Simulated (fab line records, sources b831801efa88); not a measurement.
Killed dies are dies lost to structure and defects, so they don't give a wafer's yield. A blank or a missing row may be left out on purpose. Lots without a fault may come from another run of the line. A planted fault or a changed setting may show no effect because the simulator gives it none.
A struck lot beside a sound one | flow gf180mcu | 15 steps out of a route of 602
Sound: wafers L486.1, L486.3, L486.6. Struck: wafers L484.1, L484.3, L484.4. The cause comes at the end.
At each step with rows: each side's tool, then ch and its chambers, then its first start. Under that, the readings that differ: sound wafers | struck wafers | difference of the means | sigmas: that difference in standard deviations of wafers without a fault.
alike: readings whose means differ by less than 2 such deviations, and words and numbers that are the same on both sides. not compared: withheld readings, readings that some wafer has no value for, bounds like >300 that may hide the same value, and numbers for which the record gives no deviation and whose values overlap.
The two part at a step that has a row with sigmas, a row that says differs or no value, or rows on one side only. Numbers that don't overlap but have no deviation are shown without sigmas and don't part them. A reading that every wafer of one side lacks parts them only if that side has two wafers or more.

GF_SAB_CD_MEAS_09: target cd 420 nm.
  sound on cd_sem-01, day 17 16:34; struck on cd_sem-01, day 16 22:23
  alike: cd_nm
GF_SAB_OVL_MEAS_10:
  sound on overlay-01, day 17 16:41; struck on overlay-01, day 16 22:31
  alike: SAB_OVL
GF_SAB_ETCH_11: etches SiO2 in C4F8/O2/Ar, target depth 55 nm, time 8.5 s.
  sound on rie_diel-02 ch 1,2, day 17 16:44; struck on rie_diel-02 ch 0,2,3, day 16 22:32
  alike: oes_product_au
  not compared: rf_hours_counter_h
then, 1 step without rows for these wafers: GF_SAB_WET_ETCH_12 (etches SiO2 in dHF, target depth 22 nm, time 440 s).
GF_SAB_STRIP_13: strips in O2/N2.
  sound on plasma_asher-04 ch 0,1, day 17 16:53; struck on plasma_asher-01 ch 0,1, day 16 22:42
  alike: drypump_motor_current_A, heater_power_w, oes_product_au, strip_time_to_endpoint_s
  not compared: rf_hours_counter_h
then, 2 steps without rows for these wafers: GF_SALICIDE_CLEAN_00 (cleans in SC1/SC2, time 150 s); GF_SALICIDE_WET_ETCH_01 (etches SiO2 in dHF, target depth 5 nm, time 100 s).
GF_SALICIDE_SPUTTER_02: material Co, target thk 10 nm, time 20 s.
  sound on pvd_sputter-02, day 17 17:04; struck on pvd_sputter-03, day 16 22:53
  alike: throttle_valve_pct
then, 1 step without rows for these wafers: GF_SALICIDE_SPUTTER_03 (material TiN, target thk 20 nm, time 16.7 s).
GF_SALICIDE_RS_MEAS_04: measures by four-point-probe.
  sound on film_metro-02, day 17 17:07; struck on film_metro-04, day 16 22:57
  alike: SALICIDE_TIN_RS
GF_SALICIDE_THK_MEAS_05: measures by xrf.
  sound on film_metro-02, day 17 17:14; struck on film_metro-04, day 16 23:04
  alike: SALICIDE_TIN_THK
GF_SALICIDE_RTA_06: time 30 s.
  sound on rtp_anneal-02 ch 0, day 17 17:18; struck on rtp_anneal-02 ch 0, day 16 23:08
  alike: anneal_temp_c_max, chamber_o2_ppm, lamp_power_pct, wafer_temp_C_max
GF_SALICIDE_WET_ETCH_07: etches the open film in SPM, target depth 120 nm.
  sound on wet_bench-04 ch 0, day 17 17:24; struck on wet_bench-01 ch 0, day 16 23:14
  reading                                     | sound | struck            | difference | sigmas
  model.Co_of_SALICIDE_SPUTTER_02.thk_nm (nm) | 0 0 0 | 10.04 9.919 9.793 | +9.92      |
GF_SALICIDE_RTA_08: time 30 s.
  sound on rtp_anneal-01 ch 0, day 17 17:29; struck on rtp_anneal-01 ch 0, day 16 23:20
  alike: anneal_temp_c_max, chamber_o2_ppm, lamp_power_pct, wafer_temp_C_max
-- the record jumps here: 14 days lie between the struck wafers' starts before and after (it left off in module SALICIDE and takes up again in module PASSIVATION, whose first step shown is number 602 of the route) --
GF_PASSIVATION_PROBE_99:
  the record has rows for the struck wafers here (prober-02, day 30 12:49) and none for the sound ones

WHERE THEY PART
Only at GF_PASSIVATION_PROBE_99, within this record.

WHY: what the simulator had put in
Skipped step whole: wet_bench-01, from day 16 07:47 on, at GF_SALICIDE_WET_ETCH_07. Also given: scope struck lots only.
